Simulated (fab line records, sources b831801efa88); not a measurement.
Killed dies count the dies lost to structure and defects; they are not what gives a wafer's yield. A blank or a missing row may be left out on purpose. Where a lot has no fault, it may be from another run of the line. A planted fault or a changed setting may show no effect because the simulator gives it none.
Which of the tools did it? | flow gf180mcu | 12 lots (36 wafers sampled), 1 step of a 602-step route

## WHAT THE GAUGES READ, wafer by wafer
GF_HV_LDD_THK_MEAS_57.
lot  | measured     | on            | HV_LDD_CVD_56_THK (nm)
L590 | day 12 17:40 | film metro-04 | 90.0 90.4 89.7
L595 | day 14 12:22 | film metro-02 | 88.5 89.4 88.6
L596 | day 14 19:52 | film metro-01 | 89.8 89.9 89.5
L598 | day 15 15:04 | film metro-02 | 89.2 89.0 89.2
L603 | day 17 10:46 | film metro-04 | 91.0 91.2 91.0
L604 | day 17 22:02 | film metro-04 | 88.3 88.5 87.9
L605 | day 18 06:50 | film metro-02 | 89.6 89.4 89.1
L606 | day 18 18:52 | film metro-04 | 92.3 91.8 91.9
L608 | day 19 08:49 | film metro-04 | 89.0 88.6 88.8
L610 | day 19 23:19 | film metro-02 | 90.2 89.2 89.3
L609 | day 19 23:46 | film metro-02 | 89.3 89.9 90.6
L612 | day 20 09:25 | film metro-02 | 89.3 89.3 89.0

## WHICH TOOL RAN EACH LOT (tool, then ch and the chambers of the sampled wafers, then the start)
Record: no process step prior to these readings.

## AS READ BY THE TOOLS THEMSELVES (means over the sampled wafers that have a number; for cases with no such wafer, the mark the record gives instead)
The record holds no such reading with a usual standard deviation.

## THE ANSWER, worked out from the rows above alone
Rule: the usual values come from the lots themselves. The widest of any qualifying gaps counts: lots, ordered by their means at a reading, are off when they make up no more than a third of the lots, leave a main group of 4 or more, and stand apart from it by 3 or more times the standard deviation of that group's means. A main group is skipped when, at the precision printed for the reading in the tables above, its means are all equal. A lot without any number at a reading at which 4 lots or more have one is off too. Any other lot the step has rows for is counted as sound. After the gauges, taken in route order, come the tools' own readings; for these a lot's mean is taken, as printed above. At the first step where some lot is off, the reading lying furthest off is the one used; lots without a number count as furthest.
Across all readings shown, no lot is off: no conclusion can be drawn from this.

## WHAT HAD BEEN PUT IN BY THE SIMULATOR
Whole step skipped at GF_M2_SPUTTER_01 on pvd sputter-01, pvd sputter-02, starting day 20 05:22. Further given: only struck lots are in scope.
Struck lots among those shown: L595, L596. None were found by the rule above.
